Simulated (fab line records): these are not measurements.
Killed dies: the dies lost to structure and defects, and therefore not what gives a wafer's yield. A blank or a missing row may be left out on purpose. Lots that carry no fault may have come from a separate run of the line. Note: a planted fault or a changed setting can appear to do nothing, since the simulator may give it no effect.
Matching of chambers || flow gf180mcu || GF_V1_CMP_04 on cmp-02 has 4 sister chambers
The step polishes SiO2. 14 wafers are shown with their chamber, then 7 later ones without.

## WAFERS, EACH WITH ITS CHAMBER
{"wafer": "L598.1", "chamber": 2, "motor current A (A)": 13.6, "time to endpoint s (s)": 76}
{"wafer": "L598.3", "chamber": 3, "motor current A (A)": 10.8, "time to endpoint s (s)": 74}
{"wafer": "L598.4", "chamber": 0, "motor current A (A)": 9.6, "time to endpoint s (s)": 81}
{"wafer": "L600.1", "chamber": 2, "motor current A (A)": 13.2, "time to endpoint s (s)": 72}
{"wafer": "L600.2", "chamber": 1, "motor current A (A)": 13.7, "time to endpoint s (s)": 73}
{"wafer": "L600.5", "chamber": 2, "motor current A (A)": 13.9, "time to endpoint s (s)": 74}
{"wafer": "L601.1", "chamber": 3, "motor current A (A)": 10.5, "time to endpoint s (s)": 73}
{"wafer": "L601.2", "chamber": 0, "motor current A (A)": 9.4, "time to endpoint s (s)": 80}
{"wafer": "L601.6", "chamber": 3, "motor current A (A)": 10.2, "time to endpoint s (s)": 82}
{"wafer": "L602.1", "chamber": 3, "motor current A (A)": 10.3, "time to endpoint s (s)": 78}
{"wafer": "L602.5", "chamber": 0, "motor current A (A)": 9.5, "time to endpoint s (s)": 82}
{"wafer": "L602.6", "chamber": 1, "motor current A (A)": 13.2, "time to endpoint s (s)": 80}
{"wafer": "L605.1", "chamber": 1, "motor current A (A)": 14.4, "time to endpoint s (s)": 75}
{"wafer": "L605.3", "chamber": 2, "motor current A (A)": 13.5, "time to endpoint s (s)": 70}

SIGNATURES (averages over the wafers above)
{"reading": "motor current A", "chamber 0": 9.500, "chamber 1": 13.767, "chamber 2": 13.550, "chamber 3": 10.450, "scatter within a chamber": 0.347}
{"reading": "time to endpoint s", "chamber 0": 81.00, "chamber 1": 76.00, "chamber 2": 73.00, "chamber 3": 76.75, "scatter within a chamber": 3.14}
Rule: a wafer's distance from a chamber is the root of the sum, over the readings, of the square of ((its reading less the chamber's mean) divided by the reading's scatter). If the next closest chamber is less than 2 further off than the closest, the wafer can't be placed; otherwise it belongs to the closest. The scatter: the root of (the sum of the squares of (reading less its chamber's mean) over the shown wafers, divided by (wafers less chambers)).

## WAFERS WITH NO CHAMBER GIVEN
{"wafer": "L605.4", "motor current A (A)": 9.2, "time to endpoint s (s)": 77}
{"wafer": "L614.1", "motor current A (A)": 9.8, "time to endpoint s (s)": 81}
{"wafer": "L614.2", "motor current A (A)": 13.8, "time to endpoint s (s)": 71}
{"wafer": "L614.6", "motor current A (A)": 13.3, "time to endpoint s (s)": 74}
{"wafer": "L616.4", "motor current A (A)": 9.2, "time to endpoint s (s)": 94}
{"wafer": "L616.5", "motor current A (A)": 10.3, "time to endpoint s (s)": 91}
{"wafer": "L616.6", "motor current A (A)": 9.3, "time to endpoint s (s)": 89}

## WHICH CHAMBER EACH WENT THROUGH
{"wafer": "L605.4", "from the rows above": 0, "in truth": 0}
{"wafer": "L614.1", "from the rows above": "can't be placed: 0 or 3", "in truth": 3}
{"wafer": "L614.2", "from the rows above": "can't be placed: 2 or 1", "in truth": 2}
{"wafer": "L614.6", "from the rows above": "can't be placed: 2 or 1", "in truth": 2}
{"wafer": "L616.4", "from the rows above": 0, "in truth": 0}
{"wafer": "L616.5", "from the rows above": "can't be placed: 0 or 3", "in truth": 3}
{"wafer": "L616.6", "from the rows above": 0, "in truth": 0}
3 of 7 placed correctly. Unplaceable from these rows: 4, with the true chamber sitting among the candidates in 4. 0 placed wrongly.
